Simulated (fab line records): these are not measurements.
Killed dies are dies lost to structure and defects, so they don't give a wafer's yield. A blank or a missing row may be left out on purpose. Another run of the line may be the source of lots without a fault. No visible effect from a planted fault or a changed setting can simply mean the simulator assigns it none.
Chamber matching / flow gf180mcu / GF_V2_CMP_04 on cmp-01 has 4 sister chambers
The step polishes SiO2. 8 wafers are shown with their chamber, then 8 later ones without.

## WAFERS PAIRED WITH THEIR CHAMBERS
wafer=L284.1; chamber=0; motor-current-A (A)=12.2; time-to-endpoint-s (s)=87
wafer=L284.6; chamber=1; motor-current-A (A)=9.4; time-to-endpoint-s (s)=87
wafer=L289.2; chamber=0; motor-current-A (A)=12.5; time-to-endpoint-s (s)=78
wafer=L289.5; chamber=3; motor-current-A (A)=12.0; time-to-endpoint-s (s)=77
wafer=L290.2; chamber=2; motor-current-A (A)=10.2; time-to-endpoint-s (s)=68
wafer=L290.5; chamber=2; motor-current-A (A)=10.7; time-to-endpoint-s (s)=76
wafer=L290.6; chamber=3; motor-current-A (A)=12.4; time-to-endpoint-s (s)=79
wafer=L291.2; chamber=1; motor-current-A (A)=9.3; time-to-endpoint-s (s)=76

## WAFERS WHOSE CHAMBER IS MISSING
wafer=L291.4; motor-current-A (A)=11.6; time-to-endpoint-s (s)=75
wafer=L291.6; motor-current-A (A)=11.0; time-to-endpoint-s (s)=76
wafer=L297.3; motor-current-A (A)=12.8; time-to-endpoint-s (s)=71
wafer=L297.4; motor-current-A (A)=10.5; time-to-endpoint-s (s)=73
wafer=L297.6; motor-current-A (A)=12.6; time-to-endpoint-s (s)=83
wafer=L303.1; motor-current-A (A)=12.4; time-to-endpoint-s (s)=82
wafer=L303.5; motor-current-A (A)=11.6; time-to-endpoint-s (s)=85
wafer=L303.6; motor-current-A (A)=10.9; time-to-endpoint-s (s)=70

## THE CHAMBER EACH PASSED THROUGH
wafer=L291.4; from the rows above=can't be placed: 3 or 0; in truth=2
wafer=L291.6; from the rows above=2; in truth=2
wafer=L297.3; from the rows above=can't be placed: 0 or 3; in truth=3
wafer=L297.4; from the rows above=2; in truth=2
wafer=L297.6; from the rows above=can't be placed: 0 or 3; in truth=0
wafer=L303.1; from the rows above=can't be placed: 0 or 3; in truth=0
wafer=L303.5; from the rows above=can't be placed: 3 or 0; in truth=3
wafer=L303.6; from the rows above=2; in truth=2
Correct placement for 3 of the 8. These rows do not allow placing 5 (true chamber among the candidates in 4). Number placed wrongly: 0.
How it was worked out, from the rows above alone: a wafer's distance from a chamber is the root of the sum, over the readings, of the square of ((its reading less the chamber's mean) divided by the reading's scatter). The wafer belongs to the nearest chamber; if the next one is less than 2 further off, it can't be placed. For every chamber, the mean is computed from those of its wafers that are shown. The scatter: take each reading less its chamber's mean, square it, sum over the shown wafers, divide by the number of wafers less the number of chambers, and take the root.
